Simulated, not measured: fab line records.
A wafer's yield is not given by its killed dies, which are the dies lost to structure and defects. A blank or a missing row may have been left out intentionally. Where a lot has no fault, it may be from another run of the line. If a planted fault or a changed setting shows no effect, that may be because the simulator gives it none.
Code-filled problem report in 8D (eight disciplines) form ; flow gf180mcu ; the parts of the form that need people (team, actions taken, sign-off) are left out

== 1. WHAT IS WRONG ==
Wafers free of any fault read 0.325 ohm/sq (standard deviation 0.0031) for V2_W_RS at GF_V2_RS_MEAS_24, against a mean of 0.304 ohm/sq on 2 wafers of 2 lots. That puts it -6.6 standard deviations away from the usual mean.
The step: measures by four-point-probe.
The first sign was on wafer L328.5 at day 24 18:12, on film_metro-04. At this step, 36 wafers from 12 lots have a number in the record. Rule for "out", or "out of limits": more than 4 standard deviations from the usual mean. Any other wafer with a number is counted as sound.

== 2. WHAT THIS IS AND IS NOT ==
question;is;is not
which readings at this step;V2_W_RS;-
which lots;L328, L329;L319, L320, L322, L326, L331, L336, L338, L339, L340, L341
which wafers of those lots;L328.5, L329.6;L328.4, L328.6, L329.4, L329.5
read on which gauges;film_metro-02, film_metro-04;film_metro-03
when;from day 24 18:12;"up to then (14 sound wafers); but 20 sound wafers of L329, L331, L336, L338, L339, L340, L341 came after"

== 3. WHAT RULES OUT EACH SUSPECT ==
Counting: a tool at a process step up to the reading stays a suspect if it ran every lot that is out. Sound lots after the first of them don't rule it out here, since some wafers of a struck lot are sound.
- ruled out: the gauge at GF_V2_RS_MEAS_24. Those wafers that are out were read across 2 gauges (film_metro-02, film_metro-04).
- cvd_w-02 at GF_V2_CVD_23 (deposits W, target thk 350 nm, time 104.94 s): kept. It ran every lot that is out, first L328 (day 24 18:04); its last sound lot up to then is L320 (day 21 03:47). Its own chamber_pressure_Torr readings are out on those wafers.
- Within cvd_w-02 at GF_V2_CVD_23: the wafers that are out ran in chamber 1; their sound lot-mates ran in chamber 0.
Remaining after the count: cvd_w-02 at GF_V2_CVD_23.

== 4. THE CAUSE (what the simulator had put in) ==
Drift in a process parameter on cvd_w-02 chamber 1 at GF_V2_CVD_23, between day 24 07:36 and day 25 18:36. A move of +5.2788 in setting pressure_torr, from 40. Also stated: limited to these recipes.
Only this tool survived the counting.

== 5. THE EFFECT CHAIN, in route order ==
Rows list readings where the struck wafers' mean (over those with a number) sits beyond 3 standard deviations from the usual. Readings are gone through only where the record gives a usual standard deviation; hours: the median, over the lots, of the time from a lot's start at the first step in this table giving one to that lot's start at this step; sigmas: the change measured in usual standard deviations.
hours;step;reading;usual;on struck wafers;change;sigmas
0;GF_V2_CVD_23;chamber_pressure_Torr;40.02 Torr;45.30;+5.27;+59
0;GF_V2_RS_MEAS_24;V2_W_RS;0.325 ohm/sq;0.304;-0.021;-6.6
0;GF_V2_THK_MEAS_25;V2_W_THK;346 nm;371;+25;+5.1
The process steps in it:
- GF_V2_CVD_23: deposits W, target thk 350 nm, time 104.94 s.

== 6. HOW IT WOULD HAVE BEEN CAUGHT EARLIER ==
The first out-of-limits reading at a measuring or inspecting step in this record came at day 24 18:12, 11 hours after the fault's start at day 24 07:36.
Tool's own readings at GF_V2_CVD_23, chamber_pressure_Torr: out on all struck wafers the step has rows for; an alarm limit on them would have tripped on the first.
Of the lots that are out (2), L329 began GF_V2_CVD_23 on cvd_w-02 after day 24 18:12. Holding the tool at that time would have saved it.
